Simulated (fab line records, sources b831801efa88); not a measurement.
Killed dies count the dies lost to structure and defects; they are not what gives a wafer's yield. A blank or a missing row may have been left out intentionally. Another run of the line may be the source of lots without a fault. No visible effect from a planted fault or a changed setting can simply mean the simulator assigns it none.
2 desks, one fault	flow sky130	what lay behind the numbers comes last; until then each desk has only its own

## AT THE METROLOGY DESK
What the gauges read for every lot (on any tool): the sampled wafers with a number, averaged. The brackets show how far a lot's mean lies from the usual mean; more than 4 standard deviations puts the lot out of limits, marked OUT.
Columns: A = cd-nm at SKY_VIA1_CD_MEAS_12, usual 150.0 nm
lot	first seen here	A
L486	day 33 22:56	149.1
L488	day 34 11:36	147.1
L487	day 34 13:12	152.8
L491	day 35 10:08	153.0
L492	day 35 21:02	146.9
L494	day 36 23:20	148.3
L497	day 38 01:41	152.3
L500	day 38 21:47	150.0
L499	day 38 22:09	150.7
L501	day 39 05:19	149.2
L503	day 39 17:58	151.2
L509	day 41 00:43	147.6
Result from this desk: across the 12 lots, nothing is out of limits.

## DESK OF THE TOOL OWNER: pvd-sputter-03
At SKY_VIA1_SPUTTER_20 (material TiN, target thk 20 nm, time 80 s) the tool's own readings: per lot run on this tool, the mean of the sampled wafers that have a number. The brackets show how far a lot's mean lies from the usual mean; more than 4 standard deviations puts the lot out of limits, marked OUT.
Columns: A = cathode-dc-power-W at SKY_VIA1_SPUTTER_20, usual 4000.0 W; B = throttle-valve-pct at SKY_VIA1_SPUTTER_20, usual 29.6 %
lot	first seen here	A	B
L486	day 33 23:44	4000.2	29.3
L491	day 35 11:01	4000.4	30.0
L497	day 38 02:36	3816.3 (-99 or more) OUT	29.9
L501	day 39 06:09	3816.5 (-99 or more) OUT	30.1
Finding of this desk: L497, L501 out of limits; the first was L497 at day 38 02:36, on cathode-dc-power-W at SKY_VIA1_SPUTTER_20. Within limits: L486, L491.

## BROUGHT TOGETHER
At day 38 02:36, on L497, L501, the tool owner's desk was in a position to raise an alarm.
Nothing out of limits was seen by the metrology desk.
The metrology desk has L497, L501 on record, within its limits.
All the named lots went through SKY_VIA1_SPUTTER_20 on pvd-sputter-03.

## WHAT HAD BEEN PUT IN BY THE SIMULATOR
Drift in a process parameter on pvd-sputter-03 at SKY_VIA1_SPUTTER_20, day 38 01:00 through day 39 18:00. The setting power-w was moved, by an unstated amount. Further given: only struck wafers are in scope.
Struck lots among those shown: L497, L501.
How many hours passed from the start of the fault until each desk's first out-of-limits reading: the tool owner's desk, 2.
